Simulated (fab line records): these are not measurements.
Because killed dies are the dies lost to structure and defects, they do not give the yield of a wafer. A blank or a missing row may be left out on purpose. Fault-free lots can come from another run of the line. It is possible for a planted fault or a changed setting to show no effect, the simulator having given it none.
fab line records + flow gf180mcu
record
- lots=6
- wafers=18
- last-day=33
route steps=602 shown MIM@519 M5@526
lots with no fault: from the same line, run without faults
start-h: the number of hours between the record's first day and the start of the first shown wafer of the lot + wait-h: hours since the lot's step before + " unchanged from the row above + L1.1+2: one row covering several wafers at once + - either no value or no given start + * or withheld: withheld + < > ~ a bound
route shown NAME@n: NAME is a module with steps in the file, n the number in the route of the first one + usual: mean and standard deviation over wafers with no fault + same: alike in all rows + chamber/n: place in a boat + sites: the reading at each site + _std_site: standard deviation of those values + _edge_site: outer sites' mean less inner sites' + radius-mm: how far each site lies from the wafer's centre + mask NAME#n: copy n + behind: the tool/chamber that last shaped the wafer + hold: why the lot was held/for how many hours/how that ended + device: names the non-switching transistor (n, p or np) + end of line: the route-end tests of the same wafers + for a step that has no rows: nothing shown but its recipe + killed: dies that structure and defects cost at the first sort, which is not the same as the wafer's yield + map: per-die view of a wafer (x killed, . not killed, _ where there is no die)
set.NAME: the run value of the setting; set.NAME@STEP: its run value at that earlier step + model.NAME: the simulator's own value behind a step, which no gauge read
certain route steps with their lots: each step a table, each wafer a row
services: a tool's chamber out of use, with start hour (start-h, from the record's first day; less than 0 if before it), hours out, and reason
## steps
# step GF_MIM_EXPOSE_16
# recipe
- mask-id=FuseTop
- target-cd-nm=2000
- na=0.6
- source-shape=conventional
- sigma-outer=0.6
- dose-mj=140
# step GF_MIM_PEB_17
# recipe
- temp-c=withheld
- time-s=*
- resist=NOVOLAK
# step GF_MIM_DEVELOP_18
# recipe
- develop-time-s=60
- dev-temp-c=23
# step GF_MIM_METAL_ETCH_19
# recipe
- chemistry=Cl2/BCl3
- mask-material=NOVOLAK
- stop-on=Si3N4
- target-depth-nm=324.5
- pressure-mtorr=8
- icp-w=800
- bias-w=140
- Cl2_flow_sccm=80
- bcl3-flow-sccm=40
- time-s=54.1
# usual
- drypump-motor-current-A=5.7/0.53
- oes-product-au=0.943/0.006
- rf-fwd-power-W=792.7/2.9
- throttle-valve-pct=28.281/0.0098
| lot.wafer | tool         | chamber | start-h | wait-h | drypump-motor-current-A | oes-product-au | rf-fwd-power-W | rf-hours-counter-h | throttle-valve-pct |
|-----------|--------------|---------|---------|--------|-------------------------|----------------|----------------|--------------------|--------------------|
| L841.1    | rie-metal-04 | 1       | 666.12  | 0.1    | 6.1                     | 0.938          | 790.0          | 6                  | 28.279             |
| L841.2    | "            | 1       | "       | "      | 6.1                     | 0.940          | 790.5          | -                  | 28.292             |
| L841.6    | "            | 1       | "       | "      | 6.1                     | 0.947          | 790.4          | -                  | 28.277             |
| L842.1    | rie-metal-02 | 1       | 684.57  | 0.1    | 6.3                     | 0.949          | 793.6          | 7                  | 28.295             |
| L842.2    | "            | 0       | "       | "      | 6.3                     | 0.953          | 794.4          | 5                  | 28.284             |
| L842.3    | "            | 0       | "       | "      | 6.3                     | 0.937          | 787.8          | -                  | 28.279             |
| L843.1    | rie-metal-01 | 0       | 686.60  | 0.1    | 5.3                     | 0.937          | 792.1          | 12                 | 28.274             |
| L843.5    | "            | 0       | "       | "      | 5.3                     | 0.952          | 792.6          | -                  | 28.266             |
| L843.6    | "            | 1       | "       | "      | 5.0                     | 0.936          | 790.3          | -                  | 28.278             |
| L847.2    | rie-metal-01 | 1       | 711.27  | 0.1    | 5.0                     | 0.942          | 791.9          | 1                  | 28.285             |
| L847.3    | "            | 0       | "       | "      | 5.3                     | 0.937          | 795.9          | -                  | 28.303             |
| L847.4    | "            | 1       | "       | "      | 5.0                     | 0.942          | 790.6          | -                  | 28.285             |
| L848.1    | rie-metal-02 | 1       | 719.42  | 0.1    | 6.4                     | 0.941          | 793.6          | 8                  | 28.279             |
| L848.2    | "            | 0       | "       | "      | 6.3                     | 0.954          | 794.4          | 6                  | 28.285             |
| L848.6    | "            | 1       | "       | "      | 6.4                     | 0.954          | 791.5          | -                  | 28.281             |
| L849.1    | rie-metal-04 | 0       | 730.00  | 0.1    | 5.5                     | 0.941          | 793.0          | 2                  | 28.279             |
| L849.3    | "            | 1       | "       | "      | 6.0                     | 0.943          | 790.4          | -                  | 28.292             |
| L849.5    | "            | 1       | "       | "      | 6.1                     | 0.939          | 787.4          | -                  | 28.276             |
# step GF_MIM_STRIP_20
# recipe
- chemistry=O2/N2
- power-w=1400
- pressure-mtorr=1500
- platen-temp-c=250
- o2-flow-sccm=3000
- n2-flow-sccm=300
- overash-fraction=0.5
# usual
- drypump-motor-current-A=5.6/0.49
- heater-power-w=321/24
- oes-product-au=0.692/0.0048
- strip-time-to-endpoint-s=11.23/0.04
| lot.wafer | tool            | chamber | start-h | wait-h | drypump-motor-current-A | heater-power-w | oes-product-au | rf-hours-counter-h | strip-time-to-endpoint-s |
|-----------|-----------------|---------|---------|--------|-------------------------|----------------|----------------|--------------------|--------------------------|
| L841.1    | plasma-asher-03 | 1       | 666.27  | 0.1    | 6.7                     | 354            | 0.680          | 87                 | 11.19                    |
| L841.2    | "               | 0       | "       | "      | 5.4                     | 308            | 0.687          | 87                 | 11.16                    |
| L841.6    | "               | 1       | "       | "      | 6.7                     | 371            | 0.692          | -                  | 11.18                    |
| L842.1    | plasma-asher-01 | 1       | 684.64  | 0.0    | 5.6                     | 333            | 0.678          | 60                 | 11.17                    |
| L842.2    | "               | 0       | "       | "      | 5.6                     | 325            | 0.691          | 60                 | 11.17                    |
| L842.3    | "               | 0       | "       | "      | 5.6                     | 319            | 0.695          | -                  | 11.22                    |
| L843.1    | plasma-asher-01 | 0       | 686.67  | 0.0    | 5.5                     | 320            | 0.698          | 61                 | 11.19                    |
| L843.5    | "               | 1       | "       | "      | 5.6                     | 332            | 0.686          | -                  | 11.21                    |
| L843.6    | "               | 0       | "       | "      | 5.5                     | 322            | 0.687          | -                  | 11.24                    |
| L847.2    | plasma-asher-01 | 1       | 711.34  | 0.0    | 5.6                     | 328            | 0.691          | 63                 | 11.18                    |
| L847.3    | "               | 0       | "       | "      | 5.6                     | 323            | 0.693          | -                  | 11.22                    |
| L847.4    | "               | 1       | "       | "      | 5.6                     | 333            | 0.693          | -                  | 11.19                    |
| L848.1    | plasma-asher-04 | 0       | 719.49  | 0.0    | 5.4                     | 306            | 0.696          | 32                 | 11.21                    |
| L848.2    | "               | 1       | "       | "      | 5.1                     | 280            | 0.691          | 32                 | 11.22                    |
| L848.6    | "               | 0       | "       | "      | 5.4                     | 296            | 0.697          | -                  | 11.28                    |
| L849.1    | plasma-asher-03 | 1       | 730.07  | 0.0    | 6.7                     | 366            | 0.686          | 94                 | 11.28                    |
| L849.3    | "               | 1       | "       | "      | 6.7                     | 369            | 0.693          | -                  | 11.23                    |
| L849.5    | "               | 1       | "       | "      | 6.7                     | 362            | 0.686          | -                  | 11.19                    |
# step GF_MIM_STRIP_21
# recipe
- chemistry=post-etch-residue-remover
- time-s=1200
- temp-c=72.5
# step GF_MIM_CLEAN_22
# recipe
- chemistry=DIW
- dry=n2-spin
# step GF_M5_DEHYDRATE_00
# recipe
- temp-c=200
- time-s=60
# step GF_M5_HMDS_01
# recipe
- prime-time-s=60
- prime-temp-c=120
# step GF_M5_COAT_02
# recipe
- resist=KrF
- spin-rpm=withheld
- resist-thk-nm=1000
# step GF_M5_SOFTBAKE_03
# recipe
- temp-c=130
- time-s=60
- resist=KrF
# step GF_M5_EXPOSE_04
# recipe
- mask-id=Metal5
- target-cd-nm=280
- na=0.68
- source-shape=conventional
- sigma-outer=0.6
- dose-mj=28
# step GF_M5_PEB_05
# recipe
- peb-temp-c=135
- peb-time-s=90
- resist=KrF
# usual
- chill-plate-temp-C=23.00/0.11
- exhaust-pa=44.9/0.86
| lot.wafer | tool           | chamber | start-h | wait-h | chill-plate-temp-C | exhaust-pa |
|-----------|----------------|---------|---------|--------|--------------------|------------|
| L841.1    | litho-track-03 | -       | 685.22  | -      | -                  | -          |
| L841.2    | "              | -       | "       | "      | -                  | -          |
| L841.6    | "              | -       | "       | "      | -                  | -          |
| L842.1    | litho-track-04 | -       | 702.87  | -      | -                  | -          |
| L842.2    | "              | -       | "       | "      | -                  | -          |
| L842.3    | "              | -       | "       | "      | -                  | -          |
| L843.1    | litho-track-03 | 0       | 704.37  | -      | 23.15              | 45.3       |
| L843.5    | "              | 0       | "       | "      | 23.04              | 45.6       |
| L843.6    | "              | 0       | "       | "      | 22.98              | 43.9       |
| L847.2    | litho-track-04 | 0       | 729.40  | -      | 22.85              | 43.9       |
| L847.3    | "              | 0       | "       | "      | 23.04              | 43.8       |
| L847.4    | "              | 0       | "       | "      | 22.98              | 44.1       |
| L848.1    | litho-track-04 | 0       | 737.07  | -      | 23.04              | 42.6       |
| L848.2    | "              | 0       | "       | "      | 22.89              | 44.3       |
| L848.6    | "              | 0       | "       | "      | 22.97              | 43.7       |
| L849.1    | litho-track-02 | 0       | 747.24  | -      | 22.89              | 45.3       |
| L849.3    | "              | 0       | "       | "      | 23.06              | 44.3       |
| L849.5    | "              | 0       | "       | "      | 23.00              | 45.0       |
# step GF_M5_DEVELOP_06
# recipe
- develop-time-s=60
- dev-temp-c=21
## services
| tool         | chamber | start-h | hours | kind           |
|--------------|---------|---------|-------|----------------|
| rie-metal-01 | 1       | 649.49  | -     | clean          |
| rie-metal-01 | 1       | 649.49  | 21.0  | scheduled-down |
| rie-metal-01 | 1       | 649.49  | 21.0  | vent-cycle     |
| rie-metal-04 | 0       | 653.15  | 9.8   | repair         |
| rie-metal-01 | -       | 662.63  | 14.6  | pm             |
| rie-metal-04 | 0       | 662.92  | -     | clean          |
| rie-metal-04 | 0       | 662.92  | 20.6  | scheduled-down |
| rie-metal-04 | 0       | 662.92  | 20.6  | vent-cycle     |
| rie-metal-01 | -       | 692.30  | 2.8   | pm             |
| rie-metal-01 | 0       | 697.45  | 4.2   | repair         |
| rie-metal-04 | 0       | 736.81  | 12.7  | repair         |
| rie-metal-01 | 0       | 745.92  | -     | clean          |
| rie-metal-01 | 0       | 745.92  | 12.9  | scheduled-down |
| rie-metal-01 | 0       | 745.92  | 12.9  | vent-cycle     |
## key
first-sign
- step=GF_M5_PEB_05
- reading=tool-record
- direction=missing
effect none on later readings
met-at GF_M5_PEB_05
struck-wafers L841.1,L841.2,L841.6,L842.1,L842.2,L842.3
later-rows-left-out L841.1,L841.2,L841.6,L842.1,L842.2,L842.3
sort-left-out L841.1,L841.2,L841.6,L842.1,L842.2,L842.3
fault
- kind=skipped-step-whole
- tool=litho-track-03,litho-track-04
- chamber=-
- onset-h=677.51
- steps=GF_M5_PEB_05
- scope=struck-lots-only
# sort-left-out: the simulated sort isn't trusted on such a fault, so these wafers' sort isn't shown, and their yield isn't known
# later-rows-left-out: the simulator's readings of these wafers behind a module that went badly wrong aren't trusted and aren't shown, but for the sort
